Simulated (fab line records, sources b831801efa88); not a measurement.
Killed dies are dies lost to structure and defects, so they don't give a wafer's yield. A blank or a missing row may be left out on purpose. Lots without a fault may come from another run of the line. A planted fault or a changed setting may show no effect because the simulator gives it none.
Which tool did it? | flow gf180mcu | 6 lots, 18 wafers sampled, at 2 steps of a route of 602

WHAT THE GAUGES READ, wafer by wafer
GF_V4_THK_MEAS_25: measures by xrf.
lot  | measured     | on            | V4_W_THK (nm)
L479 | day 25 03:07 | film_metro-02 | 367 369 370
L483 | day 26 10:50 | film_metro-01 | 364 361 357
L485 | day 27 02:40 | film_metro-03 | 378 369 358
L487 | day 27 22:36 | film_metro-02 | 362 357 377
L489 | day 28 12:12 | film_metro-03 | 376 379 359
L497 | day 30 20:43 | film_metro-02 | 372 366 362

WHICH TOOL RAN EACH LOT (tool, then ch and the chambers of the sampled wafers, then the start)
lot  | GF_V4_CVD_23
L479 | cvd_w-02 ch 0,1, day 25 02:55
L483 | cvd_w-02 ch 0,1, day 26 10:36
L485 | cvd_w-01 ch 0,1, day 27 02:26
L487 | cvd_w-02 ch 0,1, day 27 22:23
L489 | cvd_w-01 ch 0,1, day 28 11:58
L497 | cvd_w-01 ch 0,1, day 30 20:31
- GF_V4_CVD_23: deposits W, target thk 350 nm, time 104.9 s.

THE ANSWER, worked out from the rows above alone
Rule: what is usual is taken from the lots themselves. Put in order of their means at a reading, lots are off if they are a third of the lots or fewer, leave a main group of 4 or more, and stand apart from it by a gap of 3 or more times the standard deviation of the main group's means; of several such gaps the widest counts. A main group whose means are all the same, to the digits that the tables above print for the reading, isn't used. A lot without any number at a reading at which 4 lots or more have one is off too. The other lots that the step has rows for count as sound.
No lot is off at any reading shown: from this, nothing can be told.

WHAT THE SIMULATOR HAD PUT IN
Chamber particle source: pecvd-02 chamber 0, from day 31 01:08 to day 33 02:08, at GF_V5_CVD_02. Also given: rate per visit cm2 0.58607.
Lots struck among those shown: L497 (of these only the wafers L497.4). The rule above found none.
